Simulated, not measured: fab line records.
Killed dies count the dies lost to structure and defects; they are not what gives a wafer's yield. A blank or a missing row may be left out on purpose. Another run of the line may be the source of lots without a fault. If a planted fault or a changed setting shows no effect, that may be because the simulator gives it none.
Which tool did it? + flow sky130 + 32 wafers from 11 lots sampled at 5 of the route's 708 steps

WHAT EACH GAUGE READ, for each wafer
SKY_LI_CONTACT_THK_MEAS_01. Usual: LI_CONTACT_HDPCVD_THK 929 nm, standard deviation 7.7.
| lot  | measured     | on            | LI_CONTACT_HDPCVD_THK (nm) | flag |
|------|--------------|---------------|----------------------------|------|
| L253 | day 28 21:37 | film metro-04 | 934 437                    | OFF  |
| L254 | day 29 06:52 | film metro-04 | 923 911 423                | OFF  |
| L255 | day 29 20:16 | film metro-02 | 942 444 945                | OFF  |
| L263 | day 32 08:05 | film metro-02 | 928 935 925                |      |
| L266 | day 33 05:12 | film metro-03 | 926 918 940                |      |
| L267 | day 33 17:00 | film metro-02 | 927 932 928                |      |
| L269 | day 34 07:37 | film metro-02 | 940 935 929                |      |
| L270 | day 34 12:04 | film metro-03 | 923 916 915                |      |
| L271 | day 35 06:44 | film metro-03 | 929 923 924                |      |
| L272 | day 35 08:38 | film metro-04 | 925 921 923                |      |
| L273 | day 35 14:25 | film metro-03 | 920 925 936                |      |

TOOL THAT RAN EACH LOT (tool first, then ch and the chambers of the sampled wafers, then the start)
| lot  | SKY_POLY_CUT_ETCH_10               | SKY_POLY_CUT_ETCH_11               | SKY_SD_P_STRIP_10                    | SKY_LI_CONTACT_HDPCVD_00         |
|------|------------------------------------|------------------------------------|--------------------------------------|----------------------------------|
| L253 | rie diel-04 ch 0,1, day 25 05:07   | rie diel-04 ch 0,1, day 25 05:09   | plasma asher-02 ch 0, day 26 10:31   | hdpcvd-02 ch 0,1, day 28 21:30   |
| L254 | rie diel-03 ch 1,2, day 25 14:55   | rie diel-03 ch 1,2, day 25 14:57   | plasma asher-01 ch 0,1, day 26 19:55 | hdpcvd-02 ch 1,2, day 29 06:45   |
| L255 | rie diel-03 ch 0,1,2, day 26 04:43 | rie diel-03 ch 0,1,2, day 26 04:45 | plasma asher-02 ch 0,1, day 27 10:16 | hdpcvd-02 ch 0,2, day 29 20:10   |
| L263 | rie diel-04 ch 0,2, day 28 19:34   | rie diel-04 ch 0,2, day 28 19:36   | plasma asher-02 ch 0,1, day 29 23:49 | hdpcvd-01 ch 0,1,2, day 32 07:59 |
| L266 | rie diel-04 ch 0,2,3, day 29 16:20 | rie diel-04 ch 0,2,3, day 29 16:23 | plasma asher-04 ch 0,1, day 30 20:49 | hdpcvd-02 ch 0,1,2, day 33 05:05 |
| L267 | rie diel-03 ch 2,3, day 30 06:16   | rie diel-03 ch 2,3, day 30 06:18   | plasma asher-02 ch 0,1, day 31 10:37 | hdpcvd-02 ch 0,1,2, day 33 16:54 |
| L269 | rie diel-04 ch 1,3, day 30 21:32   | rie diel-04 ch 1,3, day 30 21:35   | plasma asher-01 ch 0,1, day 32 01:10 | hdpcvd-02 ch 1,2, day 34 07:31   |
| L270 | rie diel-04 ch 0,1,3, day 31 03:41 | rie diel-04 ch 0,1,3, day 31 03:44 | plasma asher-04 ch 0,1, day 32 06:46 | hdpcvd-02 ch 0,2, day 34 11:58   |
| L271 | rie diel-02 ch 1,3, day 31 21:16   | rie diel-02 ch 1,3, day 31 21:18   | plasma asher-01 ch 0, day 33 00:28   | hdpcvd-01 ch 0,1, day 35 06:38   |
| L272 | rie diel-03 ch 1,2, day 31 22:53   | rie diel-03 ch 1,2, day 31 22:56   | plasma asher-04 ch 0,1, day 33 01:24 | hdpcvd-01 ch 1,2, day 35 08:30   |
| L273 | rie diel-03 ch 0,2,3, day 32 06:52 | rie diel-03 ch 0,2,3, day 32 06:55 | plasma asher-04 ch 1, day 33 09:19   | hdpcvd-01 ch 1,2, day 35 14:19   |
- SKY_POLY_CUT_ETCH_10: etches BARC in N2/H2, stops on SiO2, time 45.9 s, target depth 60 nm.
- SKY_POLY_CUT_ETCH_11: etches Si3N4 in CF4/CH2F2/Ar, stops on poly-Si, time 42.5 s, target depth 60 nm.
- SKY_SD_P_STRIP_10: strips in O2/N2.
- SKY_LI_CONTACT_HDPCVD_00: deposits PSG, target thk 930 nm, time 155 s.

WHAT THE TOOLS THEMSELVES READ (means of the sampled wafers that have a number; where no wafer has one, the mark that the record gives instead)
SKY_POLY_CUT_ETCH_10. Usual: drypump motor current A 5.5 A, standard deviation 0.44; oes product au 0.855 a.u., standard deviation 0.0049; throttle valve pct 13.224 %, standard deviation 0.0095.
| lot  | tool        | drypump motor current A (A) | oes product au (a.u.) | throttle valve pct (%) | flag |
|------|-------------|-----------------------------|-----------------------|------------------------|------|
| L253 | rie diel-04 | 5.9                         | 0.855                 | 13.212                 |      |
| L254 | rie diel-03 | 5.5                         | 0.850                 | 13.227                 |      |
| L255 | rie diel-03 | 5.3                         | 0.857                 | 13.228                 |      |
| L263 | rie diel-04 | 5.5                         | 0.848                 | 13.229                 |      |
| L266 | rie diel-04 | 5.7                         | 0.859                 | 13.226                 |      |
| L267 | rie diel-03 | 5.8                         | 0.854                 | 13.221                 |      |
| L269 | rie diel-04 | 6.0                         | 0.854                 | 13.228                 |      |
| L270 | rie diel-04 | 5.9                         | 0.857                 | 13.216                 |      |
| L271 | rie diel-02 | 5.4                         | 0.852                 | 13.219                 |      |
| L272 | rie diel-03 | 5.1                         | 0.856                 | 13.226                 |      |
| L273 | rie diel-03 | 5.6                         | 0.852                 | 13.213                 |      |

SKY_POLY_CUT_ETCH_11. Usual: drypump motor current A 5.5 A, standard deviation 0.45; oes product au 0.831 a.u., standard deviation 0.0065; throttle valve pct 14.995 %, standard deviation 0.0092.
| lot  | tool        | drypump motor current A (A) | oes product au (a.u.) | throttle valve pct (%) | flag |
|------|-------------|-----------------------------|-----------------------|------------------------|------|
| L253 | rie diel-04 | 5.9                         | 0.837                 | 15.002                 |      |
| L254 | rie diel-03 | 5.5                         | 0.828                 | 14.995                 |      |
| L255 | rie diel-03 | 5.2                         | 0.829                 | 14.998                 |      |
| L263 | rie diel-04 | 5.5                         | 0.829                 | 14.995                 |      |
| L266 | rie diel-04 | 5.8                         | 0.833                 | 14.999                 |      |
| L267 | rie diel-03 | 5.9                         | 0.829                 | 14.989                 |      |
| L269 | rie diel-04 | 6.0                         | 0.826                 | 14.988                 |      |
| L270 | rie diel-04 | 5.9                         | 0.830                 | 14.986                 |      |
| L271 | rie diel-02 | 5.4                         | 0.828                 | 15.002                 |      |
| L272 | rie diel-03 | 5.1                         | 0.836                 | 14.987                 |      |
| L273 | rie diel-03 | 5.6                         | 0.835                 | 14.996                 |      |

SKY_SD_P_STRIP_10. Usual: drypump motor current A 5.4 A, standard deviation 0.52; oes product au 0.617 a.u., standard deviation 0.0045; strip time to endpoint s 17.50 s, standard deviation 0.037.
| lot  | tool            | drypump motor current A (A) | oes product au (a.u.) | strip time to endpoint s (s) | flag |
|------|-----------------|-----------------------------|-----------------------|------------------------------|------|
| L253 | plasma asher-02 | 6.0                         | 0.619                 | 17.48                        |      |
| L254 | plasma asher-01 | 5.5                         | 0.619                 | 17.48                        |      |
| L255 | plasma asher-02 | 5.6                         | 0.615                 | 17.48                        |      |
| L263 | plasma asher-02 | 5.6                         | 0.614                 | 17.48                        |      |
| L266 | plasma asher-04 | 5.4                         | 0.618                 | 17.53                        |      |
| L267 | plasma asher-02 | 5.6                         | 0.619                 | 17.51                        |      |
| L269 | plasma asher-01 | 5.8                         | 0.620                 | 17.42                        |      |
| L270 | plasma asher-04 | 5.4                         | 0.620                 | 17.51                        |      |
| L271 | plasma asher-01 | 5.2                         | 0.621                 | 17.48                        |      |
| L272 | plasma asher-04 | 5.4                         | 0.620                 | 17.47                        |      |
| L273 | plasma asher-04 | 5.0                         | 0.616                 | 17.56                        |      |

THE ANSWER, worked out from the rows above alone
Rule: a lot is off if the mean of its wafers that have a number lies more than 3 standard deviations from the usual mean. Also off: a lot with no number at a reading for which 4 or more lots have one. The other lots that the step has rows for count as sound. Order of review: gauges by route order, followed by the tools' own readings, for which a lot's mean as printed above is used. The first step at which some lot is off is used, and at that step the reading that is off furthest; a lot without a number counts as furthest.
Off: L253, L254, L255, at SKY_LI_CONTACT_THK_MEAS_01 (LI_CONTACT_HDPCVD_THK).
A tool fits if, at a process step before that reading, it ran every lot that is off, and no sound lot after the first of them. The gauges at SKY_LI_CONTACT_THK_MEAS_01 are tried like those tools. Of those tried, none fits.

WHAT WAS PUT IN BY THE SIMULATOR
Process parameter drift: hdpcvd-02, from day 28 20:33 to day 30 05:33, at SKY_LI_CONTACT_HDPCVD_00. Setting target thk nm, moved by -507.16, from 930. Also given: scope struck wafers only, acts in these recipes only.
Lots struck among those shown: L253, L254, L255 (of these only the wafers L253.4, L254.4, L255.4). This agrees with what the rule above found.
